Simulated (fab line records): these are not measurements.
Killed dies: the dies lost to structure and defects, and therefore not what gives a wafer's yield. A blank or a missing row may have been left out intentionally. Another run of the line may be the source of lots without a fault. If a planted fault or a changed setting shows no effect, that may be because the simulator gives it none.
Chamber matching + flow sky130 + SKY_VIA1_CMP_24 on cmp-02: 4 sister chambers
The step polishes, stops on SiO2, t overpolish 15 s, target thk 0 nm. 4 wafers are shown with their chamber, then 12 later ones without.

== EACH WAFER AND ITS CHAMBER ==
| wafer  | chamber | motor current A (A) |
|--------|---------|---------------------|
| L087.6 | 1       | 9.9                 |
| L088.5 | 3       | 12.7                |
| L092.4 | 2       | 11.3                |
| L092.5 | 0       | 10.7                |

== WAFERS WITHOUT THEIR CHAMBER ==
| wafer  | motor current A (A) |
|--------|---------------------|
| L093.1 | 10.9                |
| L093.2 | 10.3                |
| L093.3 | 12.4                |
| L096.2 | 12.2                |
| L096.3 | 10.5                |
| L096.5 | 11.0                |
| L096.1 | 10.8                |
| L096.4 | 11.2                |
| L096.6 | 11.9                |
| L097.2 | 9.8                 |
| L097.5 | 10.7                |
| L097.6 | 12.5                |

== THE CHAMBER EACH PASSED THROUGH ==
| wafer  | from the rows above          | in truth |
|--------|------------------------------|----------|
| L093.1 | can't be placed: 0 or 2      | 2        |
| L093.2 | can't be placed: 0 or 1 or 2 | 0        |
| L093.3 | 3                            | 3        |
| L096.2 | can't be placed: 3 or 2      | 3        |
| L096.3 | can't be placed: 0 or 1 or 2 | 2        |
| L096.5 | can't be placed: 0 or 2      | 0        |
| L096.1 | can't be placed: 0 or 2      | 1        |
| L096.4 | can't be placed: 2 or 0      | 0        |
| L096.6 | can't be placed: 2 or 3 or 0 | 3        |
| L097.2 | 1                            | 1        |
| L097.5 | can't be placed: 0 or 2      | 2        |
| L097.6 | 3                            | 3        |
Correct placement for 3 of the 12. Cannot be placed on the basis of these rows: 9; the candidates contain the true chamber in 8. Number placed wrongly: 0.
How it was worked out, from the rows above alone: a wafer's distance from a chamber is the root of the sum, over the readings, of the square of ((its reading less the chamber's mean) divided by the reading's scatter). If the next closest chamber is less than 2 further off than the closest, the wafer can't be placed; otherwise it belongs to the closest. A chamber's mean is the mean of its shown wafers. The scatter: root of mean squared gap, hidden wafer to nearest shown wafer, with one shown wafer a chamber.
